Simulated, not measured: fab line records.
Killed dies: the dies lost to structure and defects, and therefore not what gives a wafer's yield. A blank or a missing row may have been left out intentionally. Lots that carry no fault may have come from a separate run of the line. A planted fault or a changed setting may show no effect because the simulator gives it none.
Which tool is to blame? | flow gf180mcu | 13 lots, 39 wafers sampled, at 6 steps of a route of 602

== WHAT THE GAUGES SHOWED, per wafer ==
GF_VT_IMPLANT_OVL_MEAS_40.
lot  | measured     | on         | VT_IMPLANT_03_OVL (nm)
L623 | day 7 18:46  | overlay-01 | 1.2 -0.7 -1.5
L625 | day 8 11:07  | overlay-01 | 1.3 -0.6 0.6
L627 | day 9 04:43  | overlay-01 | 1.2 0.2 1.3
L631 | day 10 04:05 | overlay-01 | - - -
L634 | day 11 03:15 | overlay-01 | 0.3 0.1 -1.1
L638 | day 12 06:55 | overlay-02 | 0.3 1.1 1.6
L639 | day 12 15:43 | overlay-01 | 2.7 1.4 -0.2
L640 | day 12 23:58 | overlay-02 | -0.3 -0.5 -0.1
L641 | day 13 07:51 | overlay-02 | 0.4 1.3 -0.1
L642 | day 13 12:28 | overlay-02 | 0.7 -1.1 -0.5
L643 | day 13 19:43 | overlay-02 | 1.2 3.7 1.1
L644 | day 14 00:39 | overlay-01 | 0.5 1.1 1.8
L645 | day 14 10:43 | overlay-01 | 3.4 2.6 0.9

GF_VT_IMPLANT_TW_MEAS_43.
lot  | measured     | on           | VT_IMPLANT_4_TW
L623 | day 7 19:03  | filmMetro-04 | 685 688 688
L625 | day 8 11:23  | filmMetro-01 | 691 690 690
L627 | day 9 05:00  | filmMetro-04 | 687 685 680
L631 | day 10 04:22 | filmMetro-04 | 30 30 30
L634 | day 11 03:32 | filmMetro-04 | 684 685 682
L638 | day 12 07:13 | filmMetro-04 | 689 686 687
L639 | day 12 16:01 | filmMetro-04 | 689 689 690
L640 | day 13 00:15 | filmMetro-01 | 695 699 695
L641 | day 13 08:08 | filmMetro-01 | 697 694 697
L642 | day 13 12:46 | filmMetro-04 | 683 680 681
L643 | day 13 20:01 | filmMetro-01 | 696 694 698
L644 | day 14 00:56 | filmMetro-02 | 692 691 689
L645 | day 14 11:00 | filmMetro-01 | 695 697 695

GF_SAB_THK_MEAS_01.
lot  | measured     | on           | SAB_CVD_00_THK (nm)
L623 | day 14 21:14 | filmMetro-02 | 48.3 48.9 49.1
L625 | day 15 21:04 | filmMetro-04 | 47.4 48.7 49.2
L627 | day 16 16:01 | filmMetro-04 | 48.5 48.4 49.7
L634 | day 19 01:34 | filmMetro-04 | 49.6 49.1 49.8
L638 | day 20 08:52 | filmMetro-03 | 49.0 49.7 49.4
L639 | day 20 20:35 | filmMetro-02 | 50.3 48.3 50.9
L640 | day 21 04:54 | filmMetro-02 | 49.3 48.4 49.3
L641 | day 21 12:17 | filmMetro-03 | 49.4 49.7 50.5
L642 | day 21 21:19 | filmMetro-04 | 48.9 50.4 49.6
L643 | day 22 03:39 | filmMetro-04 | 49.9 49.1 49.4
L644 | day 22 12:10 | filmMetro-03 | 49.0 48.8 49.2
L645 | day 23 00:10 | filmMetro-04 | 49.6 49.5 49.7

GF_CONTACT_THK_MEAS_01.
lot  | measured     | on           | CONTACT_CVD_00_THK (nm)
L623 | day 15 19:44 | filmMetro-03 | 305 304 304
L625 | day 16 20:29 | filmMetro-01 | 300 306 304
L627 | day 17 16:41 | filmMetro-02 | 297 299 301
L634 | day 20 03:06 | filmMetro-03 | 296 296 298
L638 | day 21 10:15 | filmMetro-01 | 298 297 298
L639 | day 21 21:29 | filmMetro-03 | 298 299 301
L640 | day 22 05:50 | filmMetro-02 | 297 300 299
L641 | day 22 13:11 | filmMetro-02 | 293 298 296
L642 | day 22 21:45 | filmMetro-02 | 293 297 295
L643 | day 23 04:25 | filmMetro-01 | 302 299 298
L644 | day 24 02:27 | filmMetro-02 | 299 301 304
L645 | day 24 02:52 | filmMetro-01 | 302 297 303

== TOOL THAT RAN EACH LOT (tool first, then ch and the chambers of the sampled wafers, then the start) ==
lot  | GF_VT_IMPLANT_STRIP_09              | GF_VT_IMPLANT_EXPOSE_37
L623 | plasmaAsher-04 ch 0,1, day 5 19:20  | ilineStepper-01 ch 0, day 7 10:41
L625 | plasmaAsher-01 ch 0, day 6 10:11    | ilineStepper-01 ch 0, day 8 02:59
L627 | plasmaAsher-01 ch 0,1, day 7 01:06  | ilineStepper-01 ch 0, day 8 19:22
L631 | plasmaAsher-04 ch 0,1, day 7 20:32  | ilineStepper-01 ch 0, day 9 18:32
L634 | plasmaAsher-02 ch 0,1, day 8 18:02  | ilineStepper-02 ch 0, day 10 18:22
L638 | plasmaAsher-01 ch 0,1, day 9 20:37  | ilineStepper-02 ch 0, day 11 21:08
L639 | plasmaAsher-04 ch 0,1, day 10 04:59 | ilineStepper-02 ch 0, day 12 05:14
L640 | plasmaAsher-01 ch 0,1, day 10 13:11 | ilineStepper-02 ch 0, day 12 14:14
L641 | plasmaAsher-04 ch 0,1, day 10 20:42 | ilineStepper-02 ch 0, day 12 21:55
L642 | plasmaAsher-02 ch 0,1, day 11 01:17 | ilineStepper-02 ch 0, day 13 02:48
L643 | plasmaAsher-04 ch 0,1, day 11 08:18 | ilineStepper-01 ch 0, day 13 10:04
L644 | plasmaAsher-02 ch 0,1, day 11 12:53 | ilineStepper-02 ch 0, day 13 14:23
L645 | plasmaAsher-02 ch 0,1, day 11 20:36 | ilineStepper-01 ch 0, day 14 00:29
- GF_VT_IMPLANT_STRIP_09: strips in O2/N2.
- GF_VT_IMPLANT_EXPOSE_37: exposes mask Nwell HV AREA, target cd 860 nm.

== WHAT THE TOOLS THEMSELVES READ (means of the sampled wafers that have a number; where no wafer has one, the mark that the record gives instead) ==
GF_VT_IMPLANT_STRIP_09.
lot  | tool           | drypumpMotorCurrentA (A) | heaterPowerW (W) | oesProductAu (a.u.) | stripTimeToEndpointS (s)
L623 | plasmaAsher-04 | 5.2                      | 357              | 0.715               | 12.63
L625 | plasmaAsher-01 | 5.2                      | 314              | 0.715               | 12.67
L627 | plasmaAsher-01 | 5.5                      | 340              | 0.716               | 12.64
L631 | plasmaAsher-04 | 5.6                      | 329              | 0.718               | 12.65
L634 | plasmaAsher-02 | 6.0                      | 340              | 0.715               | 12.62
L638 | plasmaAsher-01 | 5.5                      | 334              | 0.718               | 12.61
L639 | plasmaAsher-04 | 5.2                      | 364              | 0.718               | 12.65
L640 | plasmaAsher-01 | 5.5                      | 337              | 0.717               | 12.62
L641 | plasmaAsher-04 | 5.2                      | 359              | 0.717               | 12.60
L642 | plasmaAsher-02 | 5.9                      | 379              | 0.715               | 12.65
L643 | plasmaAsher-04 | 5.6                      | 325              | 0.718               | 12.72
L644 | plasmaAsher-02 | 6.0                      | 333              | 0.714               | 12.67
L645 | plasmaAsher-02 | 5.9                      | 381              | 0.712               | 12.61

== THE ANSWER, worked out from the rows above alone ==
Rule: usual is defined by the lots themselves. The widest of any qualifying gaps counts: lots, ordered by their means at a reading, are off when they make up no more than a third of the lots, leave a main group of 4 or more, and stand apart from it by 3 or more times the standard deviation of that group's means. A main group is skipped when, at the precision printed for the reading in the tables above, its means are all equal. A lot without any number at a reading at which 4 lots or more have one is off too. The other lots that the step has rows for count as sound. First the gauges in route order, then the tools' own readings, where a lot's mean is used as printed above. At the first step where some lot is off, the reading lying furthest off is the one used; lots without a number count as furthest.
Off: at GF_VT_IMPLANT_OVL_MEAS_40 (VT_IMPLANT_03_OVL), L631. Without a number there: L631. Main group: mean 0.7 nm, sd 0.86.
A tool fits if, at a process step before that reading, it ran every lot that is off, and no sound lot after the first of them. Not tried: the gauges at GF_VT_IMPLANT_OVL_MEAS_40; whatever is off there is also off at GF_VT_IMPLANT_TW_MEAS_43, on other tools, and gauge error can't account for it. No candidate that was tried fits.

== WHAT THE SIMULATOR PUT IN ==
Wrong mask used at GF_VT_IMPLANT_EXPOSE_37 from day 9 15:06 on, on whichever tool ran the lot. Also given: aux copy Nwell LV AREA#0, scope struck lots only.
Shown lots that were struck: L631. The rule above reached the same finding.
